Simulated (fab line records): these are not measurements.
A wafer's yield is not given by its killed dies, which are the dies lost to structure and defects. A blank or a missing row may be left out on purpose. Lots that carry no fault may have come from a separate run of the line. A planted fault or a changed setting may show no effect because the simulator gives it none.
Which tool did it? :: flow sky130 :: Sampling: 6 lots, 18 wafers, 2 of 708 route steps

WHAT THE GAUGES READ, wafer by wafer
SKY_SONOS_ONO_THK_MEAS_05.
lot: L699
measured: day 11 22:18
on: filmMetro-04
SONOS_ONO_CVD_04_THK (nm): 5.70 5.70 5.67

lot: L702
measured: day 13 09:19
on: filmMetro-04
SONOS_ONO_CVD_04_THK (nm): 5.85 5.89 5.88

lot: L706
measured: day 14 09:49
on: filmMetro-04
SONOS_ONO_CVD_04_THK (nm): 7.46 7.31 7.42

lot: L715
measured: day 17 09:04
on: filmMetro-03
SONOS_ONO_CVD_04_THK (nm): 5.71 5.64 5.75

lot: L718
measured: day 18 05:20
on: filmMetro-02
SONOS_ONO_CVD_04_THK (nm): 5.82 5.80 5.86

lot: L721
measured: day 19 10:14
on: filmMetro-04
SONOS_ONO_CVD_04_THK (nm): 5.79 5.77 5.77

EACH LOT AND THE TOOL THAT RAN IT (in order: tool; ch and the chambers of the sampled wafers; start)
lot: L699
SKY_SONOS_ONO_CVD_04: lpcvd-03 ch 0, day 11 21:02

lot: L702
SKY_SONOS_ONO_CVD_04: lpcvd-03 ch 0, day 13 08:04

lot: L706
SKY_SONOS_ONO_CVD_04: lpcvd-03 ch 0, day 14 08:32

lot: L715
SKY_SONOS_ONO_CVD_04: lpcvd-03 ch 0, day 17 07:49

lot: L718
SKY_SONOS_ONO_CVD_04: lpcvd-03 ch 0, day 18 04:05

lot: L721
SKY_SONOS_ONO_CVD_04: lpcvd-03 ch 0, day 19 08:59
- SKY_SONOS_ONO_CVD_04: deposits SiO2 from SiH4/N2O, target thk 5.7199 nm.

THE ANSWER, worked out from the rows above alone
Rule: the lots themselves supply what counts as usual. The widest of any qualifying gaps counts: lots, ordered by their means at a reading, are off when they make up no more than a third of the lots, leave a main group of 4 or more, and stand apart from it by 3 or more times the standard deviation of that group's means. If all means in a main group match to the digits the tables above print for the reading, that group is not used. Also off: a lot with no number at a reading for which 4 or more lots have one. The other lots that the step has rows for count as sound.
Off: at SKY_SONOS_ONO_THK_MEAS_05 (SONOS_ONO_CVD_04_THK), L706. Main group: mean 5.77 nm, sd 0.071.
A tool fits if, at a process step before that reading, it ran every lot that is off, and no sound lot after the first of them. Those tools and the gauges at SKY_SONOS_ONO_THK_MEAS_05 are tried in the same way. No candidate that was tried fits.

WHAT THE SIMULATOR HAD INSERTED
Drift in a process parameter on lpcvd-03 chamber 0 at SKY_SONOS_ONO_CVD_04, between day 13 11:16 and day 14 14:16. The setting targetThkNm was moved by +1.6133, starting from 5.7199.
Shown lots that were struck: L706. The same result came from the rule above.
